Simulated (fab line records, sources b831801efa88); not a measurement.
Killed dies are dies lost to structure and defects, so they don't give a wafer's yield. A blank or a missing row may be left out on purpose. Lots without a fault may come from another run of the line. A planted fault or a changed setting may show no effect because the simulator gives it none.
Which tool did it? | flow sky130 | 7 lots, 21 wafers sampled, at 3 steps of a route of 708

WHAT THE GAUGES READ, wafer by wafer
SKY_METAL2_CD_MEAS_15: target cd 140 nm.
lot  | measured     | on        | cd_nm (nm)
L495 | day 35 23:02 | cd_sem-01 | 142.3 140.7 141.5
L498 | day 37 13:47 | cd_sem-02 | 140.5 140.8 140.0
L501 | day 37 17:20 | cd_sem-01 | 138.7 140.7 140.0
L503 | day 37 19:38 | cd_sem-02 | 137.5 137.6 136.8
L506 | day 38 21:34 | cd_sem-02 | 139.9 140.5 138.0
L509 | day 39 18:35 | cd_sem-01 | 142.1 140.5 142.4
L516 | day 41 20:29 | cd_sem-01 | - - -

WHICH TOOL RAN EACH LOT (tool, then ch and the chambers of the sampled wafers, then the start)
lot  | SKY_METAL2_SPUTTER_02        | SKY_METAL2_DEVELOP_14
L495 | pvd_sputter-02, day 34 20:06 | litho_track-04 ch 0, day 35 22:00
L498 | pvd_sputter-03, day 36 11:56 | litho_track-04 ch 0, day 37 13:00
L501 | pvd_sputter-02, day 36 15:28 | litho_track-04 ch 0, day 37 17:00
L503 | pvd_sputter-01, day 36 17:39 | litho_track-01 ch 0, day 37 19:00
L506 | pvd_sputter-03, day 37 20:04 | litho_track-04 ch 0, day 38 21:00
L509 | pvd_sputter-02, day 38 17:19 | litho_track-01 ch 0, day 39 18:00
L516 | pvd_sputter-02, day 40 20:22 | litho_track-03, day 41 20:00
- SKY_METAL2_SPUTTER_02: material AlCu, target thk 250 nm, time 12.9 s.
- SKY_METAL2_DEVELOP_14: develop time 60 s.

THE ANSWER, worked out from the rows above alone
Rule: what is usual is taken from the lots themselves. Put in order of their means at a reading, lots are off if they are a third of the lots or fewer, leave a main group of 4 or more, and stand apart from it by a gap of 3 or more times the standard deviation of the main group's means; of several such gaps the widest counts. A main group whose means are all the same, to the digits that the tables above print for the reading, isn't used. A lot without any number at a reading at which 4 lots or more have one is off too. The other lots that the step has rows for count as sound.
Off: L516, at SKY_METAL2_CD_MEAS_15 (cd_nm). Without a number there: L516. The main group: mean 140.0 nm, standard deviation 1.5.
A tool fits if, at a process step before that reading, it ran every lot that is off, and no sound lot after the first of them. The gauges at SKY_METAL2_CD_MEAS_15 are tried like those tools. Can't be told from this: 3 tools fit, pvd_sputter-02 at SKY_METAL2_SPUTTER_02, litho_track-03 at SKY_METAL2_DEVELOP_14, cd_sem-01 at SKY_METAL2_CD_MEAS_15.

WHAT THE SIMULATOR HAD PUT IN
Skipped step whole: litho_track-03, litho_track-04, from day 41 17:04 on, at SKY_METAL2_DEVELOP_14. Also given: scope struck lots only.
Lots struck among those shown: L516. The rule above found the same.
